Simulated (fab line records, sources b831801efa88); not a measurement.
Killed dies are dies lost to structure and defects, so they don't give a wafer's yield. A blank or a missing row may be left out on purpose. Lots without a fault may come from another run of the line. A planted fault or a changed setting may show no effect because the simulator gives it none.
Which tool did it? | flow sky130 | 13 lots, 39 wafers sampled, at 5 steps of a route of 708

WHAT THE GAUGES READ, wafer by wafer
SKY_SONOS_ONO_THK_MEAS_05.
lot  | measured     | on            | SONOS_ONO_CVD_04_THK (nm)
L228 | day 12 02:33 | film_metro-03 | 5.72 5.77 5.70
L230 | day 12 23:58 | film_metro-02 | 5.93 5.89 5.78
L233 | day 13 13:56 | film_metro-02 | 5.68 5.71 5.66
L232 | day 13 15:41 | film_metro-03 | 5.57 5.75 5.73
L234 | day 14 09:02 | film_metro-02 | 5.73 5.64 5.64
L235 | day 14 11:16 | film_metro-03 | 5.86 5.83 5.85
L236 | day 15 00:54 | film_metro-04 | 5.80 5.89 5.78
L237 | day 15 03:12 | film_metro-04 | 5.88 5.83 5.84
L239 | day 16 05:44 | film_metro-03 | 5.94 5.89 5.94
L241 | day 16 14:30 | film_metro-03 | 5.99 5.87 6.02
L240 | day 16 14:31 | film_metro-04 | 6.00 6.00 6.04
L249 | day 18 16:11 | film_metro-02 | 5.72 5.81 5.65
L248 | day 18 16:13 | film_metro-03 | 5.88 5.84 5.73

SKY_SD_N_RS_MEAS_16: measures by four-point-probe.
lot  | measured     | on            | SD_N_RS (ohm/sq)
L228 | day 28 09:08 | film_metro-01 | 68.57 68.57 68.58
L230 | day 29 07:19 | film_metro-04 | 68.68 68.70 68.79
L233 | day 30 04:33 | film_metro-02 | 68.65 68.65 68.88
L232 | day 30 04:15 | film_metro-04 | 68.55 68.34 68.52
L234 | day 31 00:09 | film_metro-04 | 68.66 68.55 68.63
L235 | day 31 01:55 | film_metro-04 | 68.46 68.49 68.55
L236 | day 31 13:43 | film_metro-01 | 68.67 68.50 68.71
L237 | day 31 14:04 | film_metro-04 | 68.52 68.61 68.67
L239 | day 32 14:43 | film_metro-04 | 68.72 68.49 68.77
L241 | day 33 01:51 | film_metro-02 | 68.64 68.62 68.75
L240 | day 32 23:47 | film_metro-02 | 68.61 68.57 68.65
L249 | day 34 23:39 | film_metro-01 | 70.06 70.08 70.15
L248 | day 34 19:17 | film_metro-01 | 69.95 69.96 69.86

SKY_LI_CONTACT_CD_MEAS_12: target cd 170 nm.
lot  | measured     | on        | cd_nm (nm)
L228 | day 29 14:56 | cd_sem-01 | 169.2 169.9 168.6
L230 | day 30 12:02 | cd_sem-02 | 171.8 169.6 171.3
L233 | day 31 08:41 | cd_sem-02 | 170.2 170.4 169.6
L232 | day 31 08:15 | cd_sem-02 | 169.9 169.5 169.6
L234 | day 32 04:30 | cd_sem-02 | 171.0 171.7 172.3
L235 | day 32 06:15 | cd_sem-02 | 169.3 169.8 170.2
L236 | day 32 17:56 | cd_sem-02 | 168.5 169.3 168.8
L237 | day 32 18:37 | cd_sem-01 | 170.6 168.7 170.2
L239 | day 33 19:03 | cd_sem-02 | 165.7 166.8 166.9
L241 | day 34 05:08 | cd_sem-01 | 171.0 170.5 171.4
L240 | day 34 03:51 | cd_sem-01 | 168.6 168.4 169.2
L249 | day 36 03:47 | cd_sem-01 | 168.3 168.5 167.4
L248 | day 35 22:17 | cd_sem-01 | 170.2 170.1 171.2

SKY_LOCAL_INTERCONNECT_OVL_MEAS_12.
lot  | measured     | on         | LOCAL_INTERCONNECT_OVL (nm)
L228 | day 30 19:57 | overlay-02 | -12 -13 -8
L230 | day 31 16:15 | overlay-01 | -7 -5 -2
L233 | day 32 13:39 | overlay-01 | -4 -13 -12
L232 | day 32 13:01 | overlay-01 | 2 8 -3
L234 | day 33 10:13 | overlay-01 | 0 5 3
L235 | day 33 11:08 | overlay-02 | -4 -3 -4
L236 | day 33 22:00 | overlay-01 | -9 0 -2
L237 | day 33 22:57 | overlay-01 | 9 2 5
L239 | day 34 22:49 | overlay-02 | 3 1 -4
L241 | day 35 09:32 | overlay-01 | -10 -16 -11
L240 | day 35 08:52 | overlay-02 | 3 6 1
L249 | day 37 07:54 | overlay-01 | -13 -4 -7
L248 | day 37 02:00 | overlay-01 | -1 3 0

WHICH TOOL RAN EACH LOT (tool, then ch and the chambers of the sampled wafers, then the start)
lot  | SKY_SD_N_IMPLANT_10
L228 | implanter-01 ch 0, day 28 08:35
L230 | implanter-02 ch 0, day 29 06:47
L233 | implanter-01 ch 0, day 30 04:01
L232 | implanter-04 ch 0, day 30 03:43
L234 | implanter-04 ch 0, day 30 23:37
L235 | implanter-04 ch 0, day 31 01:24
L236 | implanter-02 ch 0, day 31 13:11
L237 | implanter-01 ch 0, day 31 13:32
L239 | implanter-02 ch 0, day 32 14:11
L241 | implanter-01 ch 0, day 33 01:19
L240 | implanter-02 ch 0, day 32 23:16
L249 | implanter-01 ch 0, day 34 23:07
L248 | implanter-01 ch 0, day 34 18:46
- SKY_SD_N_IMPLANT_10

WHAT THE TOOLS THEMSELVES READ (means of the sampled wafers that have a number; where no wafer has one, the mark that the record gives instead)
SKY_SD_N_IMPLANT_10.
lot  | tool         | dose_ions_cm2 | end_station_pressure_torr (Torr) | faraday_current_uA
L228 | implanter-01 | 9.992e+13     | 5.33e-06                         | 503
L230 | implanter-02 | 1.001e+14     | 5.12e-06                         | 565
L233 | implanter-01 | 9.993e+13     | 5.17e-06                         | 497
L232 | implanter-04 | 1.000e+14     | 5.59e-06                         | 554
L234 | implanter-04 | 1.000e+14     | 5.53e-06                         | 568
L235 | implanter-04 | 9.998e+13     | 5.29e-06                         | 562
L236 | implanter-02 | 1.000e+14     | 5.80e-06                         | 578
L237 | implanter-01 | 1.000e+14     | 5.20e-06                         | 492
L239 | implanter-02 | 9.988e+13     | 5.63e-06                         | 556
L241 | implanter-01 | 9.994e+13     | 5.20e-06                         | 496
L240 | implanter-02 | 1.001e+14     | 5.32e-06                         | 561
L249 | implanter-01 | 3.687e+13     | 5.27e-06                         | 210
L248 | implanter-01 | 3.671e+13     | 5.08e-06                         | 207

THE ANSWER, worked out from the rows above alone
Rule: what is usual is taken from the lots themselves. Put in order of their means at a reading, lots are off if they are a third of the lots or fewer, leave a main group of 4 or more, and stand apart from it by a gap of 3 or more times the standard deviation of the main group's means; of several such gaps the widest counts. A main group whose means are all the same, to the digits that the tables above print for the reading, isn't used. A lot without any number at a reading at which 4 lots or more have one is off too. The other lots that the step has rows for count as sound. The gauges are gone through in route order, then the tools' own readings, and for those a lot's mean is taken as printed above. The first step at which some lot is off is used, and at that step the reading that is off furthest; a lot without a number counts as furthest.
Off: L249, L248, at SKY_SD_N_RS_MEAS_16 (SD_N_RS). The main group: mean 68.62 ohm/sq, standard deviation 0.077.
A tool fits if, at a process step before that reading, it ran every lot that is off, and no sound lot after the first of them. The gauges at SKY_SD_N_RS_MEAS_16 aren't tried: what is off there is off at SKY_SD_N_IMPLANT_10 too, on other tools, and a gauge's error can't cause that. One fits: implanter-01 at SKY_SD_N_IMPLANT_10. Its last sound lot is L241 (day 33 01:19), its first lot that is off L248 (day 34 18:46): a fault that began between those two fits.
The tool's own readings at SKY_SD_N_IMPLANT_10 bear it out: on the lots that are off they differ by more than 5 times the standard deviation of the sound lots' means. dose_ions_cm2 reads 3.679e+13 there against 9.999e+13 on the sound lots; faraday_current_uA reads 208 there against 539 on the sound lots.

WHAT THE SIMULATOR HAD PUT IN
Process parameter drift: implanter-01, from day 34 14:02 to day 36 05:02, at SKY_SD_N_IMPLANT_10. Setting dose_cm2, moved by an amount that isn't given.
Lots struck among those shown: L249, L248. The rule above found the same.
